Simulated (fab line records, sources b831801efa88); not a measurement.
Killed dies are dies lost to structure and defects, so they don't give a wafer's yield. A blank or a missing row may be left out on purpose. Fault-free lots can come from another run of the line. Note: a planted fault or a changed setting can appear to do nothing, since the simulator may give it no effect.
Which tool was responsible?	flow sky130	Sampling: 12 lots, 36 wafers, 5 of 708 route steps

## WHAT THE GAUGES SHOWED, per wafer
SKY_FIELD_ISO_THK_MEAS_04. Usual: for FIELD_ISO_CVD_03_THK the level is 166.1 nm and the standard deviation is 1.5.
lot	measured	on	FIELD_ISO_CVD_03_THK (nm)	flag
L989	day 1 14:36	film-metro-03	168.3 167.6 167.2	
L990	day 1 18:29	film-metro-02	164.7 165.2 163.8	
L991	day 2 00:29	film-metro-01	167.9 167.3 168.7	
L992	day 2 07:18	film-metro-01	166.8 165.7 165.7	
L993	day 2 10:17	film-metro-02	164.6 165.8 167.4	
L997	day 3 05:31	film-metro-01	166.2 166.7 166.8	
L998	day 3 10:29	film-metro-01	165.0 166.2 164.6	
L100	day 3 22:34	film-metro-03	167.4 166.5 166.5	
L106	day 5 05:49	film-metro-03	168.0 166.6 165.4	
L108	day 5 14:20	film-metro-02	163.9 164.9 164.7	
L109	day 5 18:41	film-metro-01	167.1 165.8 166.6	
L111	day 6 03:29	film-metro-02	165.8 167.6 165.8	

SKY_FIELD_ISO_THK_MEAS_25. Usual: for FIELD_ISO_CVD_24_THK the level is 599 nm and the standard deviation is 7.1.
lot	measured	on	FIELD_ISO_CVD_24_THK (nm)	flag
L989	day 2 07:10	film-metro-03	605 589 602	
L990	day 2 11:41	film-metro-03	600 598 600	
L991	day 2 17:53	film-metro-02	599 601 601	
L992	day 3 00:33	film-metro-01	609 607 601	
L993	day 3 04:56	film-metro-01	598 609 602	
L997	day 4 01:06	film-metro-03	602 612 1075	OFF
L998	day 4 06:21	film-metro-01	1060 603 598	OFF
L100	day 4 18:01	film-metro-03	1063 588 1066	OFF
L106	day 6 01:57	film-metro-01	598 600 588	
L108	day 6 12:08	film-metro-01	600 595 604	
L109	day 6 16:02	film-metro-02	601 590 602	
L111	day 7 01:55	film-metro-02	603 592 600	

SKY_NWELL_OVL_MEAS_10. Usual: for NWELL_00_OVL the level is 0.2 nm and the standard deviation is 1.4.
lot	measured	on	NWELL_00_OVL (nm)	flag
L989	day 4 12:43	overlay-02	1.0 -0.4 1.2	
L990	day 4 17:44	overlay-01	-1.1 -0.1 -0.6	
L991	day 4 23:34	overlay-02	-1.4 -1.0 -0.2	
L992	day 5 06:14	overlay-01	-0.6 1.0 0.6	
L993	day 5 14:25	overlay-02	1.4 2.6 0.2	
L997	day 6 11:36	overlay-02	-1.1 0.4 0.4	
L998	day 6 16:17	overlay-02	1.9 1.5 1.0	
L100	day 7 08:46	overlay-01	0.8 2.0 -0.8	
L106	day 8 17:41	overlay-02	2.6 0.7 1.1	
L108	day 9 06:07	overlay-02	0.7 -0.5 0.1	
L109	day 9 10:07	overlay-02	-0.3 -1.0 -1.1	
L111	day 9 22:01	overlay-01	0.7 -0.9 1.8	

## WHICH TOOL RAN EACH LOT (tool, then ch and the chambers of the sampled wafers, then the start)
lot	SKY_FIELD_ISO_CVD_24	SKY_FIELD_ISO_CMP_27
L989	hdpcvd-02 ch 0,1,2, day 2 07:05	cmp-01 ch 0,1,3, day 2 09:58
L990	hdpcvd-01 ch 0,2, day 2 11:37	cmp-02 ch 0,2, day 2 14:34
L991	hdpcvd-02 ch 0,1,2, day 2 17:47	cmp-01 ch 0,3, day 2 20:49
L992	hdpcvd-02 ch 0,1,2, day 3 00:28	cmp-01 ch 0,1,3, day 3 02:06
L993	hdpcvd-02 ch 0,2, day 3 04:52	cmp-01 ch 0,2,3, day 3 07:39
L997	hdpcvd-02 ch 0,1,2, day 4 01:02	cmp-01 ch 0,1, day 4 04:01
L998	hdpcvd-02 ch 0,1,2, day 4 06:16	cmp-01 ch 2,3, day 4 09:03
L100	hdpcvd-02 ch 1,2, day 4 17:57	cmp-02 ch 0,1,2, day 4 21:25
L106	hdpcvd-01 ch 0,1,2, day 6 01:52	cmp-02 ch 0,2,3, day 6 03:38
L108	hdpcvd-01 ch 0,2, day 6 12:03	cmp-01 ch 0,3, day 6 14:44
L109	hdpcvd-01 ch 0,1, day 6 15:58	cmp-01 ch 1,2,3, day 6 17:39
L111	hdpcvd-01 ch 0,1,2, day 7 01:50	cmp-01 ch 0,3, day 7 03:29
- SKY_FIELD_ISO_CVD_24: deposits SiO2, target thk 595 nm, time 99.2 s.
- SKY_FIELD_ISO_CMP_27: polishes, stops on Si3N4, t overpolish 16 s, target thk 457.8 nm.

## AS READ BY THE TOOLS THEMSELVES (means over the sampled wafers that have a number; for cases with no such wafer, the mark the record gives instead)
SKY_FIELD_ISO_CMP_27. Usual: motor-current-A 12.3 A, standard deviation 0.76; platen-rpm 60.00 rpm, standard deviation 0.041; time-to-endpoint-s 111 s, standard deviation 4.7.
lot	tool	motor-current-A (A)	platen-rpm (rpm)	time-to-endpoint-s (s)	flag
L989	cmp-01	12.3	60.02	107	
L990	cmp-02	12.3	59.99	116	
L991	cmp-01	12.2	60.01	108	
L992	cmp-01	12.7	60.00	109	
L993	cmp-01	12.8	60.04	111	
L997	cmp-01	12.3	59.98	136	OFF
L998	cmp-01	12.7	59.98	143	OFF
L100	cmp-02	12.0	59.99	166	OFF
L106	cmp-02	12.4	60.01	107	
L108	cmp-01	12.2	59.97	112	
L109	cmp-01	12.4	60.01	112	
L111	cmp-01	12.0	60.00	111	

## THE ANSWER, worked out from the rows above alone
Rule: take the mean of a lot's wafers that have a number; if it is more than 3 standard deviations from the usual mean, the lot is off. Also off: a lot with no number at a reading for which 4 or more lots have one. All remaining lots with rows at the step are treated as sound. Order of review: gauges by route order, followed by the tools' own readings, for which a lot's mean as printed above is used. The first step at which some lot is off is used, and at that step the reading that is off furthest; a lot without a number counts as furthest.
Off: at SKY_FIELD_ISO_THK_MEAS_25 (FIELD_ISO_CVD_24_THK), L997, L998, L100.
If a tool, at a process step before that reading, ran all the lots that are off and no sound lot after the first of them, it fits. The gauges at SKY_FIELD_ISO_THK_MEAS_25 aren't tried: what is off there is off at SKY_FIELD_ISO_CMP_27 too, on other tools, and a gauge's error can't cause that. One candidate fits, namely hdpcvd-02 at SKY_FIELD_ISO_CVD_24. A fault onset in the window from L993 (day 3 04:52, its last sound lot) to L997 (day 4 01:02, its first lot off) fits.

## WHAT THE SIMULATOR HAD PUT IN
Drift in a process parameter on hdpcvd-02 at SKY_FIELD_ISO_CVD_24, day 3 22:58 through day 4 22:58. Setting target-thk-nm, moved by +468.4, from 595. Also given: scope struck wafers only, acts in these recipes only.
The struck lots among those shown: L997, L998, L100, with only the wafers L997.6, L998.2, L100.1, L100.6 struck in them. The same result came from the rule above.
